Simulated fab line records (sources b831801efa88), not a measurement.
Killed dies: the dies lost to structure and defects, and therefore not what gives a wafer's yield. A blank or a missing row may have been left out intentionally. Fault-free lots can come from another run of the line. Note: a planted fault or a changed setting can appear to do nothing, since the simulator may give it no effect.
Which of the tools did it? | flow gf180mcu | Sampling: 15 lots, 45 wafers, 5 of 602 route steps

== WHAT THE GAUGES SHOWED, per wafer ==
GF_POLY_GATE_OVL_MEAS_11.
lot  | measured     | on         | POLY_GATE_OVL (nm)
L577 | day 8 17:02  | overlay-01 | 7 7 5
L578 | day 9 07:30  | overlay-01 | 11 2 8
L579 | day 9 07:51  | overlay-01 | 12 8 7
L580 | day 9 16:12  | overlay-02 | -7 7 2
L581 | day 9 23:40  | overlay-01 | 6 8 5
L586 | day 12 10:43 | overlay-02 | 11 14 9
L585 | day 12 11:16 | overlay-02 | 2 -5 -1
L587 | day 12 12:29 | overlay-01 | -1 6 3
L590 | day 13 16:31 | overlay-01 | -7 -10 -6
L593 | day 14 14:13 | overlay-02 | 0 -2 2
L594 | day 15 00:41 | overlay-02 | 3 14 -1
L596 | day 15 11:46 | overlay-02 | 0 -1 -1
L595 | day 15 12:08 | overlay-02 | 8 12 7
L599 | day 16 11:18 | overlay-01 | -2 0 8
L598 | day 16 11:37 | overlay-01 | -1 -1 2

GF_HV_LDD_TW_MEAS_11.
lot  | measured     | on            | HV_LDD_TW
L577 | day 9 13:32  | film-metro-03 | 2457 2447 2455
L578 | day 10 03:19 | film-metro-02 | 2374 2381 2391
L579 | day 10 04:39 | film-metro-02 | 2379 2376 2380
L580 | day 10 12:37 | film-metro-04 | 2441 2415 2431
L581 | day 10 20:24 | film-metro-02 | 2380 2386 2365
L586 | day 13 08:09 | film-metro-02 | 2381 2375 2377
L585 | day 13 10:25 | film-metro-02 | 2399 2378 2397
L587 | day 13 12:00 | film-metro-02 | 2381 2396 2388
L590 | day 14 18:58 | film-metro-03 | 2448 2433 2432
L593 | day 15 15:48 | film-metro-02 | 2386 2374 2378
L594 | day 16 00:04 | film-metro-03 | 2440 2446 2443
L596 | day 16 15:53 | film-metro-02 | 2403 2383 2379
L595 | day 16 16:33 | film-metro-03 | 2445 2437 2434
L599 | day 17 13:42 | film-metro-04 | 2446 2441 2422
L598 | day 17 14:00 | film-metro-02 | 2395 2396 2387

GF_HV_LDD_TW_MEAS_23.
lot  | measured     | on            | HV_LDD_2_TW
L577 | day 10 07:41 | film-metro-03 | 1062 1070 1069
L578 | day 10 22:43 | film-metro-02 | 1048 1042 1039
L579 | day 10 23:40 | film-metro-02 | 1039 1042 1044
L580 | day 11 07:13 | film-metro-02 | 1044 1043 1048
L581 | day 11 14:46 | film-metro-02 | 1042 1044 1042
L586 | day 14 04:22 | film-metro-02 | 1040 1044 1043
L585 | day 14 06:25 | film-metro-02 | 1042 1048 1043
L587 | day 14 08:11 | film-metro-02 | 1044 1044 1045
L590 | day 15 17:07 | film-metro-03 | 1076 1083 1071
L593 | day 16 12:45 | film-metro-02 | 1040 1041 1044
L594 | day 16 22:26 | film-metro-04 | 1058 1062 1062
L596 | day 17 15:31 | film-metro-04 | 1073 1070 1071
L595 | day 17 16:18 | film-metro-02 | 1043 1042 1047
L599 | day 18 13:39 | film-metro-04 | 1067 1062 1065
L598 | day 18 14:27 | film-metro-04 | 1061 1060 1071

GF_NSD_CD_MEAS_07: the cd target is 400 nm.
lot  | measured     | on        | cd-nm (nm)
L577 | day 12 20:01 | cd-sem-01 | 396.9 396.6 399.1
L578 | day 13 12:44 | cd-sem-02 | 396.3 397.8 398.0
L579 | day 13 14:28 | cd-sem-01 | 404.0 402.4 401.4
L580 | day 13 20:52 | cd-sem-02 | 399.8 399.5 400.0
L581 | day 14 05:37 | cd-sem-01 | 404.7 404.2 405.3
L586 | day 17 00:14 | cd-sem-01 | 397.5 399.0 399.7
L585 | day 17 03:22 | cd-sem-01 | 400.7 429.1 400.3
L587 | day 17 05:22 | cd-sem-02 | 398.5 429.3 427.6
L590 | day 18 17:16 | cd-sem-01 | 396.0 423.8 424.1
L593 | day 19 14:54 | cd-sem-02 | 403.4 402.8 400.5
L594 | day 20 02:40 | cd-sem-01 | 402.1 399.8 402.5
L596 | day 20 20:05 | cd-sem-01 | 400.4 401.5 404.1
L595 | day 20 21:24 | cd-sem-02 | 398.3 400.8 399.6
L599 | day 21 18:15 | cd-sem-01 | 401.4 399.1 401.1
L598 | day 21 19:30 | cd-sem-01 | 402.3 400.8 400.1

== TOOL THAT RAN EACH LOT (tool first, then ch and the chambers of the sampled wafers, then the start) ==
lot  | GF_NSD_DEVELOP_06
L577 | litho-track-01 ch 0, day 12 19:52
L578 | litho-track-01 ch 0, day 13 12:36
L579 | litho-track-02 ch 0, day 13 14:20
L580 | litho-track-04 ch 0, day 13 20:43
L581 | litho-track-02 ch 0, day 14 05:29
L586 | litho-track-01 ch 0, day 17 00:06
L585 | litho-track-01 ch 0, day 17 03:13
L587 | litho-track-01 ch 0, day 17 05:13
L590 | litho-track-01 ch 0, day 18 17:07
L593 | litho-track-04 ch 0, day 19 14:46
L594 | litho-track-02 ch 0, day 20 02:24
L596 | litho-track-04 ch 0, day 20 19:56
L595 | litho-track-04 ch 0, day 20 21:16
L599 | litho-track-04 ch 0, day 21 18:07
L598 | litho-track-04 ch 0, day 21 19:22
- GF_NSD_DEVELOP_06: develop time 60 s.

== WHAT THE TOOLS THEMSELVES READ (means of the sampled wafers that have a number; where no wafer has one, the mark that the record gives instead) ==
The record holds no such reading with a usual standard deviation.

== THE ANSWER, worked out from the rows above alone ==
Rule: usual is defined by the lots themselves. The widest of any qualifying gaps counts: lots, ordered by their means at a reading, are off when they make up no more than a third of the lots, leave a main group of 4 or more, and stand apart from it by 3 or more times the standard deviation of that group's means. If all means in a main group match to the digits the tables above print for the reading, that group is not used. Also off: a lot with no number at a reading for which 4 or more lots have one. Any other lot the step has rows for is counted as sound. First the gauges in route order, then the tools' own readings, where a lot's mean is used as printed above. At the first step where some lot is off, the reading lying furthest off is the one used; lots without a number count as furthest.
No lot is off at any reading shown: from this, nothing can be told.

== WHAT THE SIMULATOR HAD INSERTED ==
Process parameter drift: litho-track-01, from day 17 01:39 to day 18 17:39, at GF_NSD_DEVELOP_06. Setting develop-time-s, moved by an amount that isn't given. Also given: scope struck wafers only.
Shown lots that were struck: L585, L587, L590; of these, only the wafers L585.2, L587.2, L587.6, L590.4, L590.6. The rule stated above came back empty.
